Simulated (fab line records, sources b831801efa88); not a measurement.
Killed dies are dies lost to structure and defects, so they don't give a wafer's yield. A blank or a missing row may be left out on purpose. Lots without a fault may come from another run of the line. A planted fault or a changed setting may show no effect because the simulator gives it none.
Which tool did it? | flow gf180mcu | 13 lots, 39 wafers sampled, at 4 steps of a route of 602

WHAT THE GAUGES READ, wafer by wafer
GF_M4_THK_MEAS_06: measures by xrf. Usual: M4_ALCU_THK 457 nm, standard deviation 4.7.
lot  | measured     | on            | M4_ALCU_THK (nm) | flag
L266 | day 23 09:32 | film_metro-02 | 458 453 461      |
L267 | day 23 13:45 | film_metro-03 | 459 464 460      |
L269 | day 24 05:56 | film_metro-04 | 453 452 452      |
L270 | day 24 16:53 | film_metro-02 | 458 460 460      |
L273 | day 25 14:46 | film_metro-02 | 461 453 463      |
L274 | day 26 00:08 | film_metro-03 | 453 449 452      |
L275 | day 26 05:44 | film_metro-03 | 459 457 451      |
L281 | day 28 04:04 | film_metro-03 | 456 458 454      |
L282 | day 28 10:11 | film_metro-02 | 463 460 455      |
L283 | day 28 19:00 | film_metro-02 | 453 461 464      |
L284 | day 29 02:43 | film_metro-03 | 460 455 454      |
L285 | day 29 09:24 | film_metro-04 | 455 457 456      |
L286 | day 29 10:51 | film_metro-02 | 459 465 463      |

WHICH TOOL RAN EACH LOT (tool, then ch and the chambers of the sampled wafers, then the start)
lot  | GF_V3_STRIP_18                       | GF_V3_SPUTTER_21             | GF_M4_SPUTTER_01
L266 | plasma_asher-02 ch 0,1, day 23 07:58 | pvd_sputter-01, day 23 08:31 | pvd_sputter-02, day 23 09:18
L267 | plasma_asher-04 ch 0,1, day 23 12:11 | pvd_sputter-02, day 23 12:43 | pvd_sputter-03, day 23 13:31
L269 | plasma_asher-01 ch 0,1, day 24 04:23 | pvd_sputter-02, day 24 04:55 | pvd_sputter-03, day 24 05:42
L270 | plasma_asher-01 ch 0,1, day 24 15:20 | pvd_sputter-02, day 24 15:52 | pvd_sputter-01, day 24 16:39
L273 | plasma_asher-01 ch 0,1, day 25 13:10 | pvd_sputter-02, day 25 13:43 | pvd_sputter-01, day 25 14:31
L274 | plasma_asher-01 ch 0,1, day 25 22:34 | pvd_sputter-02, day 25 23:07 | pvd_sputter-01, day 25 23:54
L275 | plasma_asher-01 ch 0,1, day 26 04:10 | pvd_sputter-01, day 26 04:43 | pvd_sputter-02, day 26 05:30
L281 | plasma_asher-01 ch 0,1, day 28 02:29 | pvd_sputter-02, day 28 03:01 | pvd_sputter-03, day 28 03:47
L282 | plasma_asher-02 ch 0,1, day 28 08:37 | pvd_sputter-01, day 28 09:09 | pvd_sputter-03, day 28 09:56
L283 | plasma_asher-01 ch 0,1, day 28 17:26 | pvd_sputter-01, day 28 17:57 | pvd_sputter-02, day 28 18:44
L284 | plasma_asher-01 ch 0,1, day 29 01:08 | pvd_sputter-02, day 29 01:40 | pvd_sputter-02, day 29 02:28
L285 | plasma_asher-02 ch 0,1, day 29 07:50 | pvd_sputter-02, day 29 08:20 | pvd_sputter-01, day 29 09:08
L286 | plasma_asher-02 ch 0,1, day 29 09:16 | pvd_sputter-02, day 29 09:49 | pvd_sputter-01, day 29 10:36
- GF_V3_STRIP_18: strips in O2/N2.
- GF_V3_SPUTTER_21: material Ti, target thk 15 nm, time 80.02 s.
- GF_M4_SPUTTER_01: material TiN, target thk 30 nm, time 25 s.

WHAT THE TOOLS THEMSELVES READ (means of the sampled wafers that have a number; where no wafer has one, the mark that the record gives instead)
GF_V3_STRIP_18. Usual: drypump_motor_current_A 5.7 A, standard deviation 0.43; heater_power_w 363 W, standard deviation 21; oes_product_au 0.592 a.u., standard deviation 0.0057; platen_temp_c 250.01 C, standard deviation 0.17.
lot  | tool            | drypump_motor_current_A (A) | heater_power_w (W) | oes_product_au (a.u.) | platen_temp_c (C) | flag
L266 | plasma_asher-02 | 5.5                         | 370                | 0.596                 | 250.15            |
L267 | plasma_asher-04 | 5.6                         | 337                | 0.588                 | 250.05            |
L269 | plasma_asher-01 | 6.2                         | 370                | 0.594                 | 250.02            |
L270 | plasma_asher-01 | 6.2                         | 374                | 0.592                 | 250.03            |
L273 | plasma_asher-01 | 6.2                         | 373                | 0.597                 | 250.01            |
L274 | plasma_asher-01 | 6.2                         | 371                | 0.594                 | 249.95            |
L275 | plasma_asher-01 | 6.0                         | 366                | 0.590                 | 250.10            |
L281 | plasma_asher-01 | 6.2                         | 369                | 0.592                 | 249.99            |
L282 | plasma_asher-02 | 5.5                         | 373                | 0.599                 | 249.90            |
L283 | plasma_asher-01 | 6.0                         | 362                | 0.596                 | 249.98            |
L284 | plasma_asher-01 | 6.2                         | 370                | 0.587                 | 250.05            |
L285 | plasma_asher-02 | 5.5                         | 365                | 0.592                 | 250.12            |
L286 | plasma_asher-02 | 5.4                         | 380                | 0.595                 | 250.03            |

GF_V3_SPUTTER_21. Usual: cathode_dc_power_W 2500.0 W, standard deviation 0.49; throttle_valve_pct 30.2 %, standard deviation 1.1.
lot  | tool           | cathode_dc_power_W (W) | throttle_valve_pct (%) | flag
L266 | pvd_sputter-01 | 2500.2                 | 29.5                   |
L267 | pvd_sputter-02 | 2499.9                 | 29.8                   |
L269 | pvd_sputter-02 | 2500.0                 | 30.6                   |
L270 | pvd_sputter-02 | 2499.8                 | 30.6                   |
L273 | pvd_sputter-02 | 2500.0                 | 31.9                   |
L274 | pvd_sputter-02 | 2499.9                 | 31.4                   |
L275 | pvd_sputter-01 | 2499.7                 | 30.5                   |
L281 | pvd_sputter-02 | 2499.9                 | 29.7                   |
L282 | pvd_sputter-01 | 2499.8                 | 29.4                   |
L283 | pvd_sputter-01 | 2499.9                 | 30.6                   |
L284 | pvd_sputter-02 | 2499.6                 | 30.5                   |
L285 | pvd_sputter-02 | 2499.9                 | 30.9                   |
L286 | pvd_sputter-02 | 2500.0                 | 30.5                   |

GF_M4_SPUTTER_01. Usual: cathode_dc_power_W 6500.2 W, standard deviation 1.3; throttle_valve_pct 30.0 %, standard deviation 0.99.
lot  | tool           | cathode_dc_power_W (W) | throttle_valve_pct (%) | flag
L266 | pvd_sputter-02 | 6500.5                 | 30.6                   |
L267 | pvd_sputter-03 | 6500.4                 | 29.9                   |
L269 | pvd_sputter-03 | 6500.7                 | 29.8                   |
L270 | pvd_sputter-01 | 6501.2                 | 30.1                   |
L273 | pvd_sputter-01 | 6794.9                 | 30.2                   | OFF
L274 | pvd_sputter-01 | 6794.4                 | 30.5                   | OFF
L275 | pvd_sputter-02 | 6500.8                 | 29.8                   |
L281 | pvd_sputter-03 | 6499.9                 | 29.8                   |
L282 | pvd_sputter-03 | 6499.2                 | 30.0                   |
L283 | pvd_sputter-02 | 6500.1                 | 30.5                   |
L284 | pvd_sputter-02 | 6499.5                 | 31.5                   |
L285 | pvd_sputter-01 | 6500.5                 | 29.6                   |
L286 | pvd_sputter-01 | 6501.9                 | 29.4                   |

THE ANSWER, worked out from the rows above alone
Rule: a lot is off if the mean of its wafers that have a number lies more than 3 standard deviations from the usual mean. A lot without any number at a reading at which 4 lots or more have one is off too. The other lots that the step has rows for count as sound. The gauges are gone through in route order, then the tools' own readings, and for those a lot's mean is taken as printed above. The first step at which some lot is off is used, and at that step the reading that is off furthest; a lot without a number counts as furthest.
Off: L273, L274, at GF_M4_SPUTTER_01 (cathode_dc_power_W).
A tool fits if, at that step or a process step before it, it ran every lot that is off, and no sound lot after the first of them. None of those tried fits.

WHAT THE SIMULATOR HAD PUT IN
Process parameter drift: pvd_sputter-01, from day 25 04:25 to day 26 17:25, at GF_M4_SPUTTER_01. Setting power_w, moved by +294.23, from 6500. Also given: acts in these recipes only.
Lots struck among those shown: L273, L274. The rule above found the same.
